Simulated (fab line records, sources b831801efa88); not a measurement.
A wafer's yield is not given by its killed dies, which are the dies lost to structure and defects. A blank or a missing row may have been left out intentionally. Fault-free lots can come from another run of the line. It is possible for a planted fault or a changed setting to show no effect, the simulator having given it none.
fab line records	flow sky130
record: lots: 6	wafers: 18	lastDay: 50
route steps=708 shown CONTACT@424 METAL1@434 PAD_OPEN@708
lots untouched by any fault: they come from a run of this same line in which no faults occurred
startH: hours from the record's first day to the start of the lot's first wafer shown	waitH: hours since the lot's step before	" as in the row above	L1.1+2: a single row standing in for several wafers	- value missing, or start not given	* or withheld: withheld	< > ~ a bound
route shown NAME@n: a module of which the file shows steps, and the number in the route of the first	usual: average and standard deviation across the fault-free wafers	same: alike in all rows	chamber/n: place in a boat	sites: readings site by site	_std_site: how widely they spread, as a standard deviation	_edge_site: mean of outer sites minus mean of inner sites	radiusMm: how far each site lies from the wafer's centre	mask NAME#n: copy n	behind: the last tool/chamber to shape the wafer	hold: the reason the lot was held/the length of the hold in hours/how it ended	device: whichever transistor did not switch (one of n, p or np)	end of line: the same wafers' tests at the end of the route	a step given without rows: its recipe and nothing more	killed: count of dies lost to structure and defects at first sort (not the wafer's yield)	map: per-die view of a wafer (x killed, . not killed, _ where there is no die)
set.NAME: the setting that was run; set.NAME@STEP: the one run at that earlier step	model.NAME: the simulator's own value behind a step, which no gauge read
certain route steps with their lots: each step a table, each wafer a row
services: from which hour (startH, from the record's first day; less than 0 if before it) a tool's chamber was out of use, for how many hours, and why
== steps ==
step: SKY_CONTACT_ETCH_18
recipe: target: Si3N4	chemistry: CHF3/O2	stopOn: TiN	sourceW: 600	biasW: 200	pressureMtorr: 40	chf3FlowSccm: 50	O2_flow_sccm: 5	timeS: 39	targetDepthA: 750
usual: drypumpMotorCurrentA: 5.6/0.52	oesProductAu: 0.856/0.0087	throttleValvePct: 8.794/0.0094
lot.wafer	tool	chamber	startH	waitH	drypumpMotorCurrentA	oesProductAu	rfHoursCounterH	throttleValvePct
L986.1	rieDiel-04	1	-	-	5.6	0.871	18	8.801
L986.2	"	2	"	"	5.6	0.859	6	8.803
L986.6	"	3	"	"	4.9	0.875	-	8.815
L992.3	rieDiel-01	0	-	-	6.6	0.838	16	8.798
L992.4	"	1	"	"	6.3	0.857	17	8.806
L992.5	"	0	"	"	6.6	0.858	-	8.806
L100.1	rieDiel-04	2	-	-	5.6	0.838	11	8.785
L100.4	"	1	"	"	5.6	0.867	23	8.789
L100.5	"	1	"	"	5.6	0.855	-	8.797
L102.2	rieDiel-04	3	-	-	4.9	0.844	6	8.796
L102.4	"	2	"	"	5.6	0.851	11	8.793
L102.6	"	2	"	"	5.6	0.859	-	8.798
L103.4	rieDiel-03	3	-	-	5.3	0.872	-	8.789
L103.5	"	2	"	"	4.8	0.854	-	8.813
L103.6	"	0	"	"	6.1	0.852	-	8.791
L107.2	rieDiel-03	0	-	-	6.1	0.828	15	8.780
L107.3	"	2	"	"	4.8	0.854	17	8.775
L107.4	"	3	"	"	5.2	0.859	16	8.770
step: SKY_CONTACT_STRIP_19
recipe: chemistry: O2/N2	powerW: 1400	pressureMtorr: 1500	platenTempC: withheld	o2FlowSccm: 3000	n2FlowSccm: 300	overashFraction: 0.5
step: SKY_CONTACT_STRIP_20
recipe: chemistry: postEtchResidueRemover	timeS: 1200	tempC: 72.5
step: SKY_CONTACT_CLEAN_21
recipe: chemistry: IPA	timeS: 180	tempC: 25
step: SKY_CONTACT_CLEAN_22
recipe: chemistry: O3/DIW	dry: n2Spin
step: SKY_CONTACT_SPUTTER_23
recipe: material: TiN	targetThkNm: 20	chamberPressurePa: 5	powerW: 4000	timeS: 80
step: SKY_CONTACT_CVD_24
recipe: material: W	targetThkNm: 340	timeS: 102.12	tempC: 400	pressureTorr: 40
usual: heaterPowerW: 911/86
lot.wafer	tool	chamber	startH	waitH	heaterPowerW
L986.1	cvdW-01	0	734.40	0.0	816
L986.2	"	1	"	"	894
L986.6	"	0	"	"	826
L992.3	cvdW-02	0	776.86	0.1	1003
L992.4	"	0	"	"	1036
L992.5	"	0	"	"	991
L100.1	cvdW-02	1	880.54	0.0	899
L100.4	"	0	"	"	1042
L100.5	"	1	"	"	879
L102.2	cvdW-02	0	882.08	0.0	1026
L102.4	"	0	"	"	1044
L102.6	"	0	"	"	1016
L103.4	cvdW-01	0	886.93	0.0	818
L103.5	"	1	"	"	887
L103.6	"	0	"	"	801
L107.2	cvdW-02	0	906.17	0.0	1023
L107.3	"	1	"	"	898
L107.4	"	0	"	"	981
step: SKY_CONTACT_RS_MEAS_25
recipe: thkMeasGauge: four-point-probe	reads: W_of_CONTACT_CVD_24+TiN_of_CONTACT_SPUTTER_23
usual: CONTACT_W_RS: 0.334/0.0065
lot.wafer	tool	chamber	startH	waitH	CONTACT_W_RS[ohm/sq]
L986.1	filmMetro-04	-	734.51	0.1	0.341
L986.2	"	-	"	"	0.339
L986.6	"	-	"	"	0.340
L992.3	filmMetro-04	-	777.05	0.2	0.337
L992.4	"	-	"	"	0.337
L992.5	"	-	"	"	0.338
L100.1	filmMetro-02	-	880.65	0.1	0.324
L100.4	"	-	"	"	0.334
L100.5	"	-	"	"	0.326
L102.2	filmMetro-02	-	882.21	0.1	0.333
L102.4	"	-	"	"	0.337
L102.6	"	-	"	"	0.339
L103.4	filmMetro-02	-	887.06	0.1	0.339
L103.5	"	-	"	"	0.340
L103.6	"	-	"	"	0.337
L107.2	filmMetro-04	-	906.30	0.1	0.336
L107.3	"	-	"	"	0.324
L107.4	"	-	"	"	0.338
step: SKY_CONTACT_THK_MEAS_26
recipe: thkMeasGauge: xrf	reads: W_of_CONTACT_CVD_24
usual: CONTACT_W_THK: 345/8.6
lot.wafer	tool	chamber	startH	waitH	CONTACT_W_THK[nm]
L986.1	filmMetro-04	-	734.63	0.1	340
L986.2	"	-	"	"	338
L986.6	"	-	"	"	336
L992.3	filmMetro-04	-	777.15	0.1	343
L992.4	"	-	"	"	345
L992.5	"	-	"	"	343
L100.1	filmMetro-02	-	880.77	0.1	354
L100.4	"	-	"	"	340
L100.5	"	-	"	"	352
L102.2	filmMetro-02	-	882.32	0.1	343
L102.4	"	-	"	"	339
L102.6	"	-	"	"	337
L103.4	filmMetro-02	-	887.15	0.1	338
L103.5	"	-	"	"	337
L103.6	"	-	"	"	339
L107.2	filmMetro-04	-	906.41	0.1	347
L107.3	"	-	"	"	358
L107.4	"	-	"	"	344
step: SKY_CONTACT_CMP_27
recipe: stopOn: SiO2	tOverpolishS: 15	downForcePsi: 3.5	platenRpm: 60	targetThkNm: 0	padVelocityMS: 0.94248
step: SKY_METAL1_SPUTTER_00
recipe: material: Ti	targetThkNm: 15	powerW: 3000	timeS: 10	chamberPressurePa: 0.4
step: SKY_METAL1_SPUTTER_01
recipe: material: TiN	targetThkNm: 20	powerW: 6500	timeS: 16.7	chamberPressurePa: 0.4
step: SKY_METAL1_SPUTTER_02
recipe: material: AlCu	targetThkNm: 250	powerW: 10600	timeS: 13.3	chamberPressurePa: 0.4
usual: cathodeDcPowerW: 10600/2.1	throttleValvePct: 29.5/1
lot.wafer	tool	chamber	startH	waitH	cathodeDcPowerW	throttleValvePct	model.AlCu_of_METAL1_SPUTTER_02.thkNm
L986.1	pvdSputter-02	-	735.03	0.0	10603	29.3	252
L986.2	"	-	"	"	10598	28.9	254
L986.6	"	-	"	"	10599	29.0	253.1
L992.3	pvdSputter-01	-	777.54	0.0	10601	30.1	254.4
L992.4	"	-	"	"	10597	29.6	249.7
L992.5	"	-	"	"	10602	27.3	250.5
L100.1	pvdSputter-01	-	881.18	0.0	13050	30.1	311.7
L100.4	"	-	"	"	13048	28.1	309.7
L100.5	"	-	"	"	13043	27.3	308.3
L102.2	pvdSputter-01	-	882.72	0.0	13051	30.1	308.4
L102.4	"	-	"	"	13050	30.1	309.7
L102.6	"	-	"	"	13047	28.0	307.3
L103.4	pvdSputter-04	-	887.72	0.0	10600	30.9	250.6
L103.5	"	-	"	"	10602	31.0	251.3
L103.6	"	-	"	"	10600	29.6	248.5
L107.2	pvdSputter-04	-	906.81	0.0	10601	29.9	250.4
L107.3	"	-	"	"	10601	30.1	249.2
L107.4	"	-	"	"	10598	31.0	249.2
step: SKY_METAL1_SPUTTER_03
recipe: material: Ti	targetThkNm: 5	powerW: 3000	timeS: 3.3	chamberPressurePa: 0.4
usual: cathodeDcPowerW: 3000.0/0.57	throttleValvePct: 29.5/1.1
lot.wafer	tool	chamber	startH	waitH	cathodeDcPowerW	throttleValvePct
L986.1	pvdSputter-02	-	735.06	0.0	3000.3	29.5
L986.2	"	-	"	"	2999.5	29.1
L986.6	"	-	"	"	2999.9	29.1
L992.3	pvdSputter-01	-	777.57	0.0	2999.7	30.1
L992.4	"	-	"	"	3000.2	29.3
L992.5	"	-	"	"	3000.4	27.2
L100.1	pvdSputter-01	-	881.20	0.0	2999.6	30.2
L100.4	"	-	"	"	2999.6	28.3
L100.5	"	-	"	"	2999.7	27.6
L102.2	pvdSputter-01	-	882.75	0.0	2999.4	30.2
L102.4	"	-	"	"	3000.1	30.3
L102.6	"	-	"	"	2999.8	28.1
L103.4	pvdSputter-04	-	887.75	0.0	3000.9	31.0
L103.5	"	-	"	"	2999.1	31.1
L103.6	"	-	"	"	3000.0	29.9
L107.2	pvdSputter-04	-	906.83	0.0	2999.7	29.9
L107.3	"	-	"	"	2999.9	30.1
L107.4	"	-	"	"	3000.6	31.1
step: SKY_METAL1_SPUTTER_04
recipe: material: TiN	targetThkNm: 70	powerW: 6500	timeS: 58.3	chamberPressurePa: 0.4
usual: cathodeDcPowerW: 6499.8/1.2	throttleValvePct: 29.5/1.1
lot.wafer	tool	chamber	startH	waitH	cathodeDcPowerW	throttleValvePct
L986.1	pvdSputter-02	-	735.08	0.0	6499.1	29.4
L986.2	"	-	"	"	6500.5	29.1
L986.6	"	-	"	"	6499.7	28.7
L992.3	pvdSputter-01	-	777.59	0.0	6500.2	30.2
L992.4	"	-	"	"	6498.6	29.6
L992.5	"	-	"	"	6500.1	27.5
L100.1	pvdSputter-01	-	881.22	0.0	6498.1	30.1
L100.4	"	-	"	"	6499.2	28.1
L100.5	"	-	"	"	6502.5	27.4
L102.2	pvdSputter-01	-	882.77	0.0	6500.3	30.2
L102.4	"	-	"	"	6498.4	30.4
L102.6	"	-	"	"	6497.7	28.2
L103.4	pvdSputter-04	-	887.77	0.0	6499.2	31.0
L103.5	"	-	"	"	6501.2	31.0
L103.6	"	-	"	"	6499.7	30.1
L107.2	pvdSputter-04	-	906.85	0.0	6499.8	30.2
L107.3	"	-	"	"	6499.2	29.9
L107.4	"	-	"	"	6501.3	31.0
step: SKY_METAL1_RS_MEAS_05
recipe: thkMeasGauge: four-point-probe	reads: TiN_of_METAL1_SPUTTER_04+Ti_of_METAL1_SPUTTER_03+AlCu_of_METAL1_SPUTTER_02+TiN_of_METAL1_SPUTTER_01+Ti_of_METAL1_SPUTTER_00
usual: METAL1_ALCU_RS: 0.1267/0.0016
lot.wafer	tool	chamber	startH	waitH	METAL1_ALCU_RS[ohm/sq]
L986.1	filmMetro-01	-	735.13	0.0	0.1260
L986.2	"	-	"	"	0.1249
L986.6	"	-	"	"	0.1250
L992.3	filmMetro-01	-	777.68	0.1	0.1245
L992.4	"	-	"	"	0.1268
L992.5	"	-	"	"	0.1264
L100.1	filmMetro-01	-	881.27	0.0	0.1011
L100.4	"	-	"	"	0.1018
L100.5	"	-	"	"	0.1021
L102.2	filmMetro-04	-	882.83	0.0	0.1022
L102.4	"	-	"	"	0.1019
L102.6	"	-	"	"	0.1027
L103.4	filmMetro-04	-	887.88	0.1	0.1266
L103.5	"	-	"	"	0.1261
L103.6	"	-	"	"	0.1275
L107.2	filmMetro-01	-	906.92	0.0	0.1267
L107.3	"	-	"	"	0.1273
L107.4	"	-	"	"	0.1273
step: SKY_METAL1_THK_MEAS_06
recipe: thkMeasGauge: xrf	reads: AlCu_of_METAL1_SPUTTER_02
usual: METAL1_ALCU_THK: 246.5/3
lot.wafer	tool	chamber	startH	waitH	METAL1_ALCU_THK[nm]
L986.1	filmMetro-01	-	735.25	0.1	246.5
L986.2	"	-	"	"	249.9
L986.6	"	-	"	"	248.6
L992.3	filmMetro-01	-	777.78	0.1	250.6
L992.4	"	-	"	"	248.8
L992.5	"	-	"	"	245.7
L100.1	filmMetro-01	-	881.39	0.1	306.8
L100.4	"	-	"	"	306.0
L100.5	"	-	"	"	303.2
L102.2	filmMetro-04	-	882.94	0.1	303.1
L102.4	"	-	"	"	304.6
L102.6	"	-	"	"	300.9
L103.4	filmMetro-04	-	887.97	0.1	244.6
L103.5	"	-	"	"	246.2
L103.6	"	-	"	"	245.7
L107.2	filmMetro-01	-	907.03	0.1	247.0
L107.3	"	-	"	"	247.6
L107.4	"	-	"	"	247.2
step: SKY_METAL1_DEHYDRATE_07
recipe: tempC: 200	timeS: 60
step: SKY_METAL1_HMDS_08
recipe: primeTimeS: 60	primeTempC: 120
step: SKY_METAL1_COAT_09
recipe: resist: BARC	tempC: withheld	timeS: withheld	spinRpm: 3000	resistThkNm: 60
step: SKY_METAL1_COAT_10
recipe: resist: KrF-thick	spinRpm: 3000	resistThkNm: 450
step: SKY_METAL1_SOFTBAKE_11
recipe: tempC: 100	timeS: 90	resist: KrF-thick
step: SKY_METAL1_EXPOSE_12
recipe: maskId: MM1	na: 0.8	sourceShape: annular	sigmaInner: 0.55	sigmaOuter: 0.85	targetCdNm: 140	doseMj: 28
step: SKY_METAL1_PEB_13
recipe: pebTempC: withheld	pebTimeS: withheld	resist: KrF-thick
step: SKY_METAL1_DEVELOP_14
recipe: developTimeS: 60	resist: KrF-thick	devTempC: 21
step: SKY_METAL1_CD_MEAS_15
recipe: targetCdNm: 140
usual: cdNm: 139.8/2
lot.wafer	tool	chamber	startH	waitH	cdNm
L986.1	cdSem-01	-	762.85	-	139.5
L986.2	"	-	"	"	138.9
L986.6	"	-	"	"	139.4
L992.3	cdSem-01	-	804.69	-	140.2
L992.4	"	-	"	"	141.4
L992.5	"	-	"	"	139.8
L100.1	cdSem-02	-	907.35	-	137.3
L100.4	"	-	"	"	136.8
L100.5	"	-	"	"	137.0
L102.2	cdSem-02	-	908.75	-	142.3
L102.4	"	-	"	"	141.7
L102.6	"	-	"	"	142.4
L103.4	cdSem-02	-	914.04	-	143.3
L103.5	"	-	"	"	143.3
L103.6	"	-	"	"	144.1
L107.2	cdSem-02	-	932.36	-	138.5
L107.3	"	-	"	"	139.9
L107.4	"	-	"	"	140.9
step: SKY_METAL1_OVL_MEAS_16
usual: METAL1_OVL: 1/5
lot.wafer	tool	chamber	startH	waitH	METAL1_OVL[nm]
L986.1	overlay-01	-	762.97	0.1	12
L986.2	"	-	"	"	13
L986.6	"	-	"	"	14
L992.3	overlay-02	-	804.78	0.1	6
L992.4	"	-	"	"	7
L992.5	"	-	"	"	2
L100.1	overlay-02	-	907.47	0.1	1
L100.4	"	-	"	"	-6
L100.5	"	-	"	"	2
L102.2	overlay-01	-	908.86	0.1	-3
L102.4	"	-	"	"	-2
L102.6	"	-	"	"	1
L103.4	overlay-02	-	914.12	0.1	-5
L103.5	"	-	"	"	-6
L103.6	"	-	"	"	-2
L107.2	overlay-01	-	932.47	0.1	2
L107.3	"	-	"	"	0
L107.4	"	-	"	"	3
step: SKY_METAL1_DESCUM_17
recipe: chemistry: O2	sourcePowerW: 150	biasPowerW: 0	pressureMtorr: 10	tempC: 40	timeS: 8
step: SKY_METAL1_ETCH_18
recipe: chemistry: N2/H2	target: BARC	ionEnergyEv: 200	biasW: 100	pressureMtorr: 30	n2FlowSccm: 100	h2FlowSccm: 200	icpW: 500	stopOn: SiO2	timeS: 45.9	targetDepthA: 600
usual: drypumpMotorCurrentA: 5.84/0.3	oesProductAu: 0.854/0.005	throttleValvePct: 13.224/0.0094
lot.wafer	tool	chamber	startH	waitH	drypumpMotorCurrentA	oesProductAu	rfHoursCounterH	throttleValvePct
L986.1	rieMetal-02	1	763.04	0.0	5.55	0.865	3	13.227
L986.2	"	0	"	"	5.92	0.863	8	13.239
L986.6	"	0	"	"	5.89	0.854	-	13.218
L992.3	rieMetal-03	1	804.86	0.0	6.18	0.855	-	13.226
L992.4	"	0	"	"	5.71	0.854	-	13.224
L992.5	"	0	"	"	5.74	0.853	-	13.223
L100.1	rieMetal-03	0	907.54	0.0	5.74	0.851	19	13.226
L100.4	"	1	"	"	6.17	0.860	-	13.221
L100.5	"	1	"	"	6.17	0.849	-	13.213
L102.2	rieMetal-02	0	908.92	0.0	5.93	0.846	14	13.222
L102.4	"	1	"	"	5.55	0.854	-	13.230
L102.6	"	1	"	"	5.55	0.856	-	13.218
L103.4	rieMetal-01	0	914.27	0.1	5.53	0.854	-	13.205
L103.5	"	0	"	"	5.50	0.850	-	13.242
L103.6	"	0	"	"	5.51	0.854	-	13.215
L107.2	rieMetal-03	1	932.58	0.1	6.16	0.850	-	13.229
L107.3	"	1	"	"	6.18	0.854	-	13.226
L107.4	"	1	"	"	6.18	0.858	-	13.230
step: SKY_METAL1_METAL_ETCH_19
recipe: targetDepthA: 3600	stopOn: SiO2	overEtchFrac: 0.3	timeS: 78	chemistry: Cl2/BCl3	resistSidewallDeg: 88	pressureMtorr: 10	icpW: 900	biasW: 48.5	Cl2_flow_sccm: 60	bcl3FlowSccm: 30
usual: drypumpMotorCurrentA: 5.83/0.29	oesProductAu: 0.854/0.0069	throttleValvePct: 22.264/0.0091
lot.wafer	tool	chamber	startH	waitH	drypumpMotorCurrentA	oesProductAu	rfHoursCounterH	throttleValvePct
L986.1	rieMetal-02	1	763.10	0.0	5.53	0.856	3	22.269
L986.2	"	0	"	"	5.90	0.868	8	22.265
L986.6	"	0	"	"	5.92	0.859	-	22.260
L992.3	rieMetal-03	1	804.93	0.1	6.19	0.856	-	22.254
L992.4	"	0	"	"	5.76	0.854	-	22.243
L992.5	"	0	"	"	5.73	0.852	-	22.255
L100.1	rieMetal-03	0	907.60	0.0	5.69	0.887	19	22.266
L100.4	"	1	"	"	6.21	0.880	-	22.261
L100.5	"	1	"	"	6.19	0.878	-	22.265
L102.2	rieMetal-02	0	908.99	0.0	5.91	0.879	14	22.276
L102.4	"	1	"	"	5.55	0.891	-	22.251
L102.6	"	1	"	"	5.54	0.883	-	22.273
L103.4	rieMetal-01	0	914.42	0.1	5.53	0.856	-	22.264
L103.5	"	0	"	"	5.54	0.861	-	22.264
L103.6	"	0	"	"	5.54	0.853	-	22.278
L107.2	rieMetal-03	1	932.72	0.1	6.16	0.853	-	22.258
L107.3	"	1	"	"	6.15	0.844	-	22.263
L107.4	"	1	"	"	6.14	0.855	-	22.251
step: SKY_METAL1_STRIP_20
recipe: chemistry: O2/N2	powerW: 1400	pressureMtorr: 1500	platenTempC: withheld	o2FlowSccm: 3000	n2FlowSccm: 300	overashFraction: 0.5
step: SKY_PAD_OPEN_PROBE_99
usual: defectLimitedYield: 82.6/2	killed_at_M0_to_M3: 43/7.3	killed_at_M4_up: 3.4/1.7	killedAtContacts: 24/4.5	killedAtFrontEnd: 16/4.4	killedAtOther: 0.2/0.51	killedDies: 86/9.7	killedOpen: 46/6.6	killedShort: 39/7.1	sort_bin_3_pad_short: 0.9/0.45	sort_bin_5_function: 10.4/1.4	sort_bin_6_memory: 6.2/1.2	sortNPass: 406/9.7	sortYieldPct: 82.6/2
same: grossDies: 492	killedAtBackSide: 0	sort_bin_4_leakage[%]: 0	sort_bin_8_speed[%]: 0
lot.wafer	tool	chamber	startH	waitH	defectLimitedYield[%]	killed_at_M0_to_M3	killed_at_M4_up	killedAtContacts	killedAtFrontEnd	killedAtOther	killedDies	killedOpen	killedShort	sort_bin_3_pad_short[%]	sort_bin_5_function[%]	sort_bin_6_memory[%]	sortNPass	sortYieldPct[%]	model.etest.met1.lineOhmUm	model.etest.met1.rsOhmSq
L986.1	prober-02	-	1077.55	0.1	83.5	48	4	19	10	0	81	45	36	0.2	11.2	5.1	411	83.5	0.9238	0.1284
L986.2	prober-02	-	1077.60	0.1	85.2	35	3	23	10	2	73	41	31	0.6	7.9	6.3	419	85.2	0.8821	0.1264
L986.6	prober-02	-	1077.80	0.2	80.9	49	2	27	16	0	94	55	39	1.8	10.8	6.5	398	80.9	0.9135	0.1269
L992.3	prober-01	-	1106.83	0.2	86.2	32	3	25	8	0	68	33	35	0.4	9.8	3.7	424	86.2	0.8909	0.1273
L992.4	prober-01	-	1106.88	0.2	81.5	51	3	26	10	1	91	51	40	1.4	10.0	7.1	401	81.5	0.9506	0.1281
L992.5	prober-01	-	1106.93	0.2	82.9	37	3	30	14	0	84	44	40	1.2	11.4	4.5	408	82.9	0.93	0.1286
L100.1	prober-01	-	1181.96	0.1	87.0	33	3	15	13	0	64	35	29	0.8	7.1	5.1	428	87.0	0.7324	0.1011
L100.4	prober-01	-	1182.11	0.2	82.9	39	5	23	17	0	84	61	22	0.4	10.8	5.9	408	82.9	0.7686	0.1031
L100.5	prober-01	-	1182.16	0.2	84.6	44	3	23	6	0	76	41	35	0.6	9.1	5.7	416	84.6	0.762	0.1032
L102.2	prober-01	-	1183.08	0.1	83.3	32	4	27	18	1	82	46	36	0.4	10.8	5.5	410	83.3	0.7223	0.1023
L102.4	prober-01	-	1183.18	0.2	83.7	44	3	20	13	0	80	41	39	0.2	8.7	7.3	412	83.7	0.7108	0.1033
L102.6	prober-01	-	1183.28	0.2	85.6	29	4	23	15	0	71	49	22	0.8	8.1	5.5	421	85.6	0.7649	0.105
L103.4	prober-01	-	1185.44	0.2	82.9	39	5	22	18	0	84	44	38	0.6	10.6	5.9	408	82.9	0.894	0.1274
L103.5	prober-01	-	1185.49	0.2	81.7	49	3	21	17	0	90	54	36	1.4	10.8	6.1	402	81.7	0.9205	0.1273
L103.6	prober-01	-	1185.54	0.2	80.5	53	1	26	16	0	96	53	42	0.8	12.2	6.5	396	80.5	0.9122	0.1297
L107.2	prober-01	-	1197.62	0.1	84.6	42	6	13	15	0	76	43	33	0.4	8.5	6.5	416	84.6	0.9116	0.1296
L107.3	prober-01	-	1197.67	0.2	82.7	42	7	23	12	1	85	41	44	1.8	11.6	3.9	407	82.7	0.9257	0.1285
L107.4	prober-01	-	1197.72	0.2	85.6	36	4	24	7	0	71	32	39	0.6	8.5	5.3	421	85.6	0.9155	0.1291
killed by level:class
L986.1 VIA2:geometricParticle:open=10 METAL1:geometricParticle:short=8 CONTACT:geometricParticle:open=7 LOCAL_INTERCONNECT:geometricParticle:short=6 VIA1:geometricParticle:short=6 VIA3:geometricParticle:open=6 VIA1:geometricParticle:open=4 METAL1:geometricParticle:open=3
L986.2 VIA1:geometricParticle:open=10 CONTACT:geometricParticle:open=7 CONTACT:geometricParticle:short=5 METAL2:geometricParticle:short=5 LI_CONTACT:geometricParticle:open=4 METAL1:geometricParticle:short=4 METAL2:geometricParticle:open=4 POLY_GATE:geometricParticle:open=3
L986.6 VIA1:geometricParticle:open=15 CONTACT:geometricParticle:open=8 VIA3:geometricParticle:open=8 METAL1:geometricParticle:short=7 LI_CONTACT:geometricParticle:open=6 LOCAL_INTERCONNECT:geometricParticle:short=5 FIELD_ISO:geometricParticle:open=4 CONTACT:geometricParticle:short=4
L992.3 VIA1:geometricParticle:open=8 CONTACT:geometricParticle:short=7 VIA2:geometricParticle:open=7 LI_CONTACT:geometricParticle:open=6 LOCAL_INTERCONNECT:geometricParticle:short=4 VIA3:geometricParticle:open=4 POLY_GATE:geometricParticle:short=3 METAL4:geometricParticle:short=3
L992.4 VIA1:geometricParticle:open=13 CONTACT:geometricParticle:open=12 VIA2:geometricParticle:open=9 LOCAL_INTERCONNECT:geometricParticle:short=7 VIA1:geometricParticle:short=6 METAL1:geometricParticle:short=5 LI_CONTACT:geometricParticle:open=5 VIA2:geometricParticle:short=5
L992.5 VIA1:geometricParticle:open=12 CONTACT:geometricParticle:open=10 CONTACT:geometricParticle:short=8 VIA2:geometricParticle:open=7 LI_CONTACT:geometricParticle:open=6 METAL2:geometricParticle:short=6 LOCAL_INTERCONNECT:geometricParticle:short=5 FIELD_ISO:geometricParticle:open=4
L100.1 VIA1:geometricParticle:open=11 CONTACT:geometricParticle:open=6 METAL1:geometricParticle:short=5 POLY_GATE:geometricParticle:open=4 METAL2:geometricParticle:short=4 FIELD_ISO:geometricParticle:open=3 LOCAL_INTERCONNECT:geometricParticle:open=3 POLY_GATE:geometricParticle:short=3
L100.4 VIA1:geometricParticle:open=11 LI_CONTACT:geometricParticle:open=10 CONTACT:geometricParticle:open=9 VIA2:geometricParticle:open=8 VIA3:geometricParticle:open=7 METAL4:geometricParticle:open=5 SPACER:geometricParticle:open=4 VIA2:geometricParticle:short=4
L100.5 VIA1:geometricParticle:open=9 VIA2:geometricParticle:open=9 CONTACT:geometricParticle:open=8 VIA1:geometricParticle:short=6 LI_CONTACT:geometricParticle:open=5 LOCAL_INTERCONNECT:geometricParticle:short=5 METAL2:geometricParticle:short=4 VIA2:geometricParticle:short=4
L102.2 CONTACT:geometricParticle:open=10 VIA1:geometricParticle:open=8 VIA2:geometricParticle:open=7 LI_CONTACT:geometricParticle:open=6 CONTACT:geometricParticle:short=6 POLY_GATE:geometricParticle:short=5 LOCAL_INTERCONNECT:geometricParticle:short=4 METAL1:geometricParticle:short=4
L102.4 VIA1:geometricParticle:open=9 VIA2:geometricParticle:open=8 METAL2:geometricParticle:short=6 CONTACT:geometricParticle:short=5 CONTACT:geometricParticle:open=5 VIA1:geometricParticle:short=5 VIA3:geometricParticle:open=4 FIELD_ISO:geometricParticle:short=3
L102.6 CONTACT:geometricParticle:open=11 VIA1:geometricParticle:open=9 LI_CONTACT:geometricParticle:open=7 VIA3:geometricParticle:open=5 FIELD_ISO:geometricParticle:short=4 FIELD_ISO:geometricParticle:open=4 METAL2:geometricParticle:short=4 POLY_GATE:geometricParticle:open=3
L103.4 VIA1:geometricParticle:open=16 LI_CONTACT:geometricParticle:open=7 METAL1:geometricParticle:short=6 POLY_GATE:geometricParticle:short=5 CONTACT:geometricParticle:open=5 METAL2:geometricParticle:short=5 POLY_GATE:geometricParticle:open=4 CONTACT:geometricParticle:short=4
L103.5 VIA3:geometricParticle:open=12 CONTACT:geometricParticle:open=10 VIA2:geometricParticle:open=8 VIA1:geometricParticle:open=6 FIELD_ISO:geometricParticle:open=5 METAL2:geometricParticle:short=5 METAL1:geometricParticle:short=5 POLY_GATE:geometricParticle:open=4
L103.6 VIA1:geometricParticle:open=16 LI_CONTACT:geometricParticle:open=9 METAL1:geometricParticle:short=8 CONTACT:geometricParticle:short=7 VIA3:geometricParticle:open=7 CONTACT:geometricParticle:open=4 VIA1:geometricParticle:short=4 METAL2:geometricParticle:short=4
L107.2 POLY_GATE:geometricParticle:open=8 METAL1:geometricParticle:short=8 VIA3:geometricParticle:open=8 VIA1:geometricParticle:open=7 METAL2:geometricParticle:short=6 CONTACT:geometricParticle:open=4 CONTACT:geometricParticle:short=4 FIELD_ISO:geometricParticle:open=3
L107.3 METAL2:geometricParticle:short=12 VIA1:geometricParticle:open=11 LI_CONTACT:geometricParticle:open=8 METAL4:geometricParticle:short=7 CONTACT:geometricParticle:short=5 VIA2:geometricParticle:open=5 VIA3:geometricParticle:open=5 LI_CONTACT:geometricParticle:short=4
L107.4 VIA1:geometricParticle:open=7 LOCAL_INTERCONNECT:geometricParticle:short=7 METAL2:geometricParticle:short=7 CONTACT:geometricParticle:open=6 POLY_GATE:geometricParticle:short=5 VIA1:geometricParticle:short=5 VIA2:geometricParticle:open=5 LI_CONTACT:geometricParticle:short=4
== services ==
tool	chamber	startH	hours	kind
rieDiel-03	-	712.03	15.6	pm
cvdW-02	-	720.07	1.1	repair
pvdSputter-04	-	721.46	2.0	repair
pvdSputter-02	-	743.03	1.1	repair
pvdSputter-01	-	748.70	4.8	repair
rieDiel-03	0	753.09	7.5	repair
pvdSputter-02	-	757.44	3.7	repair
rieDiel-04	3	757.67	8.2	repair
cvdW-01	-	758.51	14.6	pm
cvdW-02	1	765.43	15.8	repair
pvdSputter-02	-	782.71	1.2	repair
rieDiel-03	1	790.67	6.4	repair
pvdSputter-02	-	791.87	1.8	repair
cvdW-02	-	798.47	6.0	pm
pvdSputter-02	-	802.97	4.8	repair
pvdSputter-02	-	834.71	1.1	repair
rieDiel-04	0	870.81	1.3	repair
pvdSputter-02	-	887.64	3.4	repair
pvdSputter-01	-	890.77	4.1	repair
rieDiel-04	1	900.85	2.5	repair
pvdSputter-02	-	904.31	11.8	repair
pvdSputter-01	-	925.11	1.4	repair
rieMetal-03	0	927.17	20.9	repair
rieDiel-04	3	927.39	5.5	repair
== key ==
firstSign: step: SKY_METAL1_SPUTTER_02	reading: cathodeDcPowerW	direction: up	sigmas: 99+	usual: 10600	struck: 13048
effect: step: SKY_METAL1_RS_MEAS_05	reading: METAL1_ALCU_RS	direction: down	sigmas: 16	usual: 0.1267	struck: 0.1020
effect: step: SKY_METAL1_THK_MEAS_06	reading: METAL1_ALCU_THK	direction: up	sigmas: 19	usual: 246.5	struck: 304.1
effect: step: SKY_METAL1_METAL_ETCH_19	reading: oesProductAu	direction: up	sigmas: 4.2	usual: 0.854	struck: 0.883
modelEffect: step: SKY_METAL1_SPUTTER_02	value: AlCu_of_METAL1_SPUTTER_02.thkNm	without: 251.4	struck: 309.2
modelEffect: step: SKY_PAD_OPEN_PROBE_99	value: etest.met1.lineOhmUm	without: 0.9204	struck: 0.7435
metAt SKY_METAL1_SPUTTER_02
struckWafers L100.1,L100.4,L100.5,L102.2,L102.4,L102.6
onsetBetween 777.54 881.18
fault: kind: processParameterDrift	tool: pvdSputter-01	chamber: -	onsetH: 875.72	steps: SKY_METAL1_SPUTTER_02	channel: powerW	offset: *	shape: step	endH: 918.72	actsIn: *	stated: *
